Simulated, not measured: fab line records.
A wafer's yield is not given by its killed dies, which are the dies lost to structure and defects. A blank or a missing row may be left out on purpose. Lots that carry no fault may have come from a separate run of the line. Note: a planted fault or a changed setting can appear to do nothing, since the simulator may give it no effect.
A struck lot beside a sound one -- flow gf180mcu -- 15 out of 602 route steps
Sound: wafers L512.4, L512.5, L512.6. Struck: wafer L520.2 (L520.3, L520.6, from the same lot, were not struck and are left out); the cause is given at the end.
Each step with rows lists, per side, the tool, then ch with its chambers, then its first start. Under that, the readings that differ: sound wafers -- struck wafers -- difference of the means -- sigmas: that difference in standard deviations of wafers without a fault.
alike: a reading whose means differ by less than 2 such deviations, as well as words and numbers matching on both sides. not compared: withheld readings; readings where some wafer has no value; bounds like >300 that might hide an equal value; numbers whose values overlap and for which the record gives no deviation.
The two part at a step that has a row with sigmas, a row that says differs or no value, or rows on one side only. Numbers that have no deviation but don't overlap get no sigmas and don't part them. A reading missing from all wafers of one side parts the sides only when that side holds two or more wafers.

first, 3 steps without rows for these wafers: GF_CONTACT_CLEAN_19 (cleans in SPM); GF_CONTACT_CLEAN_20 (cleans in DIW); GF_CONTACT_CLEAN_21 (cleans in dHF, time 20 s).
GF_CONTACT_SPUTTER_22: material Ti, target thk 15 nm, time 80.02 s.
  sound on pvdSputter-02, day 17 22:43; struck on pvdSputter-02, day 20 12:25
  alike: throttleValvePct
GF_CONTACT_SPUTTER_23: material TiN, target thk 10 nm, time 40 s.
  sound on pvdSputter-02, day 17 22:47; struck on pvdSputter-02, day 20 12:29
  alike: throttleValvePct
then, 1 step without rows for these wafers: GF_CONTACT_CVD_24 (deposits W, target thk 300 nm, time 90.339 s).
GF_CONTACT_RS_MEAS_25: measurement is done with a four-point probe.
  sound on filmMetro-01, day 17 23:05; struck on filmMetro-01, day 20 12:38
reading,sound,struck,difference,sigmas
CONTACT_W_RS (ohm/sq),0.390 0.392 0.390,0.380,-0.011,-2
GF_CONTACT_THK_MEAS_26: measures by xrf.
  sound on filmMetro-01, day 17 23:10; struck on filmMetro-01, day 20 12:45
  alike: CONTACT_W_THK
GF_CONTACT_CMP_27: polishes, stops on SiO2, t overpolish 15 s, target thk 0 nm.
  sound on cmp-02 ch 0,1, day 17 23:15; struck on cmp-01 ch 2, day 20 13:04
  alike: motorCurrentA, overpolishRunS, slurryFlowMlMin, timeToEndpointS
GF_M1_SPUTTER_00: material Ti, target thk 37.5 nm, time 150 s.
  sound on pvdSputter-01, day 17 23:30; struck on pvdSputter-01, day 20 13:22
  alike: throttleValvePct
then, 1 step without rows for these wafers: GF_M1_SPUTTER_01 (material TiN, target thk 30 nm, time 25 s).
GF_M1_SPUTTER_02: material AlCu, target thk 450 nm, time 23.9 s.
  sound on pvdSputter-01, day 17 23:38; struck on pvdSputter-01, day 20 13:30
  alike: throttleValvePct
GF_M1_SPUTTER_03: material Ti, target thk 10 nm, time 6.7 s.
  sound on pvdSputter-01, day 17 23:40; struck on pvdSputter-01, day 20 13:32
reading,sound,struck,difference,sigmas
model.Ti_of_M1_SPUTTER_03.thkNm (nm),9.984 10.04 9.924,13.69,+3.71,
  alike: throttleValvePct
then, 1 step without rows for these wafers: GF_M1_SPUTTER_04 (material TiN, target thk 50 nm, time 41.7 s).
GF_PASSIVATION_PROBE_99:
  the record holds rows for the sound wafers here (prober-02, day 30 13:20) but none for the struck ones

== WHERE THEY PART ==
Last at GF_PASSIVATION_PROBE_99 as far as this record goes, first at GF_CONTACT_RS_MEAS_25.

WHY: whatever the simulator had introduced
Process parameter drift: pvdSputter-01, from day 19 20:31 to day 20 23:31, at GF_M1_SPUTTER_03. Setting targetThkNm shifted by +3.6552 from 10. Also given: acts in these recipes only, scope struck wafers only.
